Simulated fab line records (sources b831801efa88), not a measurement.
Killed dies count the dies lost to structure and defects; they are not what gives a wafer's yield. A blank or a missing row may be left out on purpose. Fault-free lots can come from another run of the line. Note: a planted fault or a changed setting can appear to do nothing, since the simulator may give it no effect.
Which tool is to blame?    flow sfq line    route of 325 steps, sampled at 1 step: 14 lots, 42 wafers

WHAT EACH GAUGE READ, for each wafer
SFQ_INCOMING_BOW_MEAS_900. Usual: INCOMING_BOW gives 0 um (standard deviation 6.6).
lot   measured     on             INCOMING_BOW (um)  flag
L717  day 1 10:01  film metro-02  5 -8 -4            
L718  day 1 15:02  film metro-02  -2 2 -1            
L720  day 2 01:00  film metro-02  -11 9 14           
L721  day 2 06:01  film metro-03  0 -12 -5           
L722  day 2 11:00  film metro-02  8 6 -4             
L723  day 2 16:01  film metro-03  11 3 -1            
L726  day 3 07:00  film metro-03  -2 -8 3            
L727  day 3 12:02  film metro-02  -3 9 5             
L731  day 4 08:00  film metro-04  0 3 1              
L733  day 4 18:08  film metro-04  -10 -13 8          
L735  day 5 04:00  film metro-04  1 6 -6             
L736  day 5 09:01  film metro-03  1 -4 -2            
L738  day 5 19:01  film metro-03  -2 7 1             
L740  day 6 05:00  film metro-04  -9 -9 4            

WHICH TOOL RAN EACH LOT (tool, then ch and the chambers of the sampled wafers, then the start)
The record holds no process step before these readings.

AS READ BY THE TOOLS THEMSELVES (means over the sampled wafers that have a number; for cases with no such wafer, the mark the record gives instead)
The record holds no such reading with a usual standard deviation.

THE ANSWER, worked out from the rows above alone
Rule: take the mean of a lot's wafers that have a number; if it is more than 3 standard deviations from the usual mean, the lot is off. A lot without any number at a reading at which 4 lots or more have one is off too. The other lots that the step has rows for count as sound. First the gauges in route order, then the tools' own readings, where a lot's mean is used as printed above. The first step at which some lot is off is used, and at that step the reading that is off furthest; a lot without a number counts as furthest.
Nothing can be told from this: no lot is off at any reading shown.

WHAT WAS PUT IN BY THE SIMULATOR
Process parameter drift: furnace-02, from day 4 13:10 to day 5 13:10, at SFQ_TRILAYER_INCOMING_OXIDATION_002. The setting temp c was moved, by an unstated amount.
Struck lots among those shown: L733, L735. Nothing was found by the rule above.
